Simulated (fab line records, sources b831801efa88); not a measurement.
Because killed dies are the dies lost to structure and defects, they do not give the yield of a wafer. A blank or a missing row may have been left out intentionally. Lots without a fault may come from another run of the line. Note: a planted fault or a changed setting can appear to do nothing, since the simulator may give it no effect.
Which of the tools did it?    flow sky130    37 wafers from 13 lots sampled at 3 of the route's 708 steps

== WHAT EACH GAUGE READ, for each wafer ==
SKY_METAL5_RS_MEAS_05: measurement is done with a four-point probe. Usual: METAL5_ALCU_RS typically reads 0.0270 ohm/sq, with standard deviation 0.00034.
lot   measured      on             METAL5_ALCU_RS (ohm/sq)  flag
L400  day 42 14:04  film_metro-04  0.0269 0.0269 0.0273     
L401  day 42 18:29  film_metro-03  0.0271 0.0267 0.0266     
L402  day 43 04:00  film_metro-04  0.0270 0.0268 0.0267     
L404  day 43 22:01  film_metro-01  0.0269 0.0270 0.0271     
L405  day 44 02:34  film_metro-04  0.0267 0.0266 0.0267     
L406  day 44 12:00  film_metro-04  0.0269 0.0270 0.0272     
L414  day 46 17:28  film_metro-01  0.0185 0.0267            OFF
L413  day 46 18:20  film_metro-01  0.0187 0.0273            OFF
L417  day 47 06:59  film_metro-04  0.0268 0.0269 0.0266     
L419  day 47 20:28  film_metro-04  0.0271 0.0272 0.0270     
L420  day 48 03:53  film_metro-04  0.0264 0.0264 0.0262     
L422  day 48 14:23  film_metro-03  0.0270 0.0271 0.0270     
L423  day 48 16:59  film_metro-01  0.0271 0.0274 0.0272     

SKY_METAL5_THK_MEAS_06: measures by xrf. Usual: METAL5_ALCU_THK typically reads 1166 nm, with standard deviation 18.
lot   measured      on             METAL5_ALCU_THK (nm)  flag
L400  day 42 14:11  film_metro-04  1159 1162 1144        
L401  day 42 18:36  film_metro-03  1147 1163 1168        
L402  day 43 04:07  film_metro-04  1160 1169 1170        
L404  day 43 22:08  film_metro-01  1166 1165 1166        
L405  day 44 02:41  film_metro-04  1186 1192 1192        
L406  day 44 12:06  film_metro-04  1182 1171 1155        
L414  day 46 17:34  film_metro-01  1687 1176             OFF
L413  day 46 18:28  film_metro-01  1676 1151             OFF
L417  day 47 07:05  film_metro-04  1176 1178 1188        
L419  day 47 20:35  film_metro-04  1173 1169 1176        
L420  day 48 03:59  film_metro-04  1198 1202 1205        
L422  day 48 14:29  film_metro-03  1140 1138 1147        
L423  day 48 17:06  film_metro-01  1152 1147 1155        

== WHAT TOOL EACH LOT RAN ON (gives the tool, then ch and the chambers of the sampled wafers, and finally the start) ==
lot   SKY_METAL5_SPUTTER_02
L400  pvd_sputter-01, day 42 13:56
L401  pvd_sputter-01, day 42 18:21
L402  pvd_sputter-01, day 43 03:53
L404  pvd_sputter-02, day 43 21:54
L405  pvd_sputter-02, day 44 02:26
L406  pvd_sputter-01, day 44 11:50
L414  pvd_sputter-02, day 46 17:19
L413  pvd_sputter-02, day 46 18:13
L417  pvd_sputter-01, day 47 06:49
L419  pvd_sputter-04, day 47 20:20
L420  pvd_sputter-01, day 48 03:44
L422  pvd_sputter-01, day 48 14:14
L423  pvd_sputter-04, day 48 16:52
- SKY_METAL5_SPUTTER_02: material AlCu, target thk 1150 nm, time 61.2 s.

== WHAT THE TOOLS THEMSELVES READ (means of the sampled wafers that have a number; where no wafer has one, the mark that the record gives instead) ==
SKY_METAL5_SPUTTER_02. Usual: throttle_valve_pct reads 30.0 % (standard deviation 0.64).
lot   tool            throttle_valve_pct (%)  flag
L400  pvd_sputter-01  29.4                    
L401  pvd_sputter-01  29.9                    
L402  pvd_sputter-01  29.8                    
L404  pvd_sputter-02  29.8                    
L405  pvd_sputter-02  29.8                    
L406  pvd_sputter-01  29.8                    
L414  pvd_sputter-02  30.1                    
L413  pvd_sputter-02  29.4                    
L417  pvd_sputter-01  30.2                    
L419  pvd_sputter-04  31.5                    
L420  pvd_sputter-01  29.8                    
L422  pvd_sputter-01  29.4                    
L423  pvd_sputter-04  30.9                    

== THE ANSWER, worked out from the rows above alone ==
Rule: lot off if the mean of its wafers having a number is beyond 3 standard deviations from the usual mean. A lot without any number at a reading at which 4 lots or more have one is off too. All remaining lots with rows at the step are treated as sound. First the gauges in route order, then the tools' own readings, where a lot's mean is used as printed above. The first step at which some lot is off is used, and at that step the reading that is off furthest; a lot without a number counts as furthest.
Off: L414, L413, seen at SKY_METAL5_RS_MEAS_05 (METAL5_ALCU_RS).
A tool fits if, at a process step before that reading, it ran every lot that is off, and no sound lot after the first of them. The gauges at SKY_METAL5_RS_MEAS_05 are tried like those tools. One fits: pvd_sputter-02 at SKY_METAL5_SPUTTER_02. Its last sound lot is L405 (day 44 02:26), its first lot that is off L414 (day 46 17:19): a fault that began between those two fits.

== WHAT WAS PUT IN BY THE SIMULATOR ==
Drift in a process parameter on pvd_sputter-02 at SKY_METAL5_SPUTTER_02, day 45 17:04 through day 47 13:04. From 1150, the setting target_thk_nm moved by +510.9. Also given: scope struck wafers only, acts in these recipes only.
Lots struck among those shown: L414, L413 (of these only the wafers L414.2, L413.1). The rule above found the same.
